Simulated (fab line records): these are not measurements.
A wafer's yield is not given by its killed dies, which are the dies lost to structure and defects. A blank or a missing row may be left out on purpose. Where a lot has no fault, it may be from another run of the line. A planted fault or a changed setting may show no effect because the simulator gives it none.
Matching of chambers | flow sky130 | SKY_CONTACT_CMP_27 on cmp-02: 4 sister chambers
The step polishes, stops on SiO2, t overpolish 15 s, target thk 0 nm. 24 wafers are shown with their chamber, then 12 later ones without.

## WAFERS WITH THEIR CHAMBER
wafer  | chamber | motor-current-A (A) | time-to-endpoint-s (s) | overpolish-run-s (s)
L076.2 | 3       | 12.2                | 79                     | 14.998
L076.4 | 1       | 12.7                | 82                     | 14.984
L076.5 | 3       | 12.5                | 78                     | 14.993
L077.1 | 3       | 11.0                | 83                     | 14.997
L077.4 | 0       | 11.8                | 81                     | 15.003
L077.6 | 2       | 11.8                | 82                     | 14.983
L078.2 | 0       | 10.9                | 76                     | 15.013
L078.4 | 1       | 12.4                | 83                     | 15.007
L078.6 | 2       | 11.9                | 82                     | 14.996
L079.2 | 1       | 13.1                | 81                     | 15.010
L079.4 | 0       | 10.9                | 77                     | 15.001
L079.6 | 3       | 12.0                | 79                     | 15.004
L085.3 | 0       | 11.0                | 74                     | 14.993
L085.4 | 1       | 12.5                | 81                     | 15.009
L085.5 | 1       | 13.0                | 85                     | 15.012
L087.2 | 3       | 11.4                | 82                     | 14.991
L087.3 | 1       | 13.1                | 83                     | 15.013
L087.6 | 2       | 11.9                | 83                     | 15.002
L086.1 | 1       | 11.9                | 87                     | 14.999
L086.3 | 2       | 11.8                | 88                     | 14.991
L086.4 | 3       | 12.3                | 81                     | 14.985
L088.3 | 2       | 12.1                | 79                     | 15.005
L088.5 | 1       | 12.9                | 81                     | 14.987
L088.6 | 0       | 11.4                | 76                     | 15.002

SIGNATURES (averages over the wafers above)
reading            | chamber 0 | chamber 1 | chamber 2 | chamber 3 | scatter within a chamber
motor-current-A    | 11.200    | 12.700    | 11.900    | 11.900    | 0.423
time-to-endpoint-s | 76.80     | 82.88     | 82.80     | 80.33     | 2.47
overpolish-run-s   | 15.00240  | 15.00263  | 14.99540  | 14.99467  | 0.00905
Rule: a wafer's distance from a chamber is the root of the sum, over the readings, of the square of ((its reading less the chamber's mean) divided by the reading's scatter). If the next closest chamber is less than 2 further off than the closest, the wafer can't be placed; otherwise it belongs to the closest. How the scatter is found: for the shown wafers, subtract from each reading the mean of its chamber, square and add these, divide the total by (wafers less chambers), then take the root.

## WAFERS WHOSE CHAMBER IS MISSING
wafer  | motor-current-A (A) | time-to-endpoint-s (s) | overpolish-run-s (s)
L090.1 | 11.7                | 77                     | 14.990
L090.2 | 12.1                | 78                     | 15.002
L090.5 | 12.2                | 80                     | 15.008
L091.1 | 11.2                | 77                     | 14.997
L091.5 | 11.7                | 81                     | 14.992
L091.6 | 12.7                | 81                     | 14.993
L092.2 | 11.4                | 80                     | 15.013
L092.4 | 10.7                | 78                     | 15.001
L092.5 | 12.2                | 79                     | 15.011
L097.4 | 11.4                | 80                     | 14.998
L097.5 | 11.8                | 81                     | 15.015
L097.6 | 12.1                | 83                     | 15.000

## WHICH CHAMBER EACH WENT THROUGH
wafer  | from the rows above               | in truth
L090.1 | can't be placed: 3 or 0 or 2      | 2
L090.2 | can't be placed: 3 or 2 or 0 or 1 | 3
L090.5 | can't be placed: 3 or 1 or 2 or 0 | 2
L091.1 | can't be placed: 0 or 3           | 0
L091.5 | can't be placed: 3 or 2 or 0      | 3
L091.6 | can't be placed: 1 or 3 or 2      | 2
L092.2 | can't be placed: 0 or 3 or 2 or 1 | 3
L092.4 | can't be placed: 0 or 3           | 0
L092.5 | can't be placed: 3 or 1 or 2 or 0 | 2
L097.4 | can't be placed: 3 or 0 or 2      | 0
L097.5 | can't be placed: 3 or 2 or 0 or 1 | 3
L097.6 | can't be placed: 2 or 3 or 1      | 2
Placed correctly: 0 of 12. Not placeable from these rows: 12 (in 12, the candidates include the true chamber). Wrongly placed: 0.
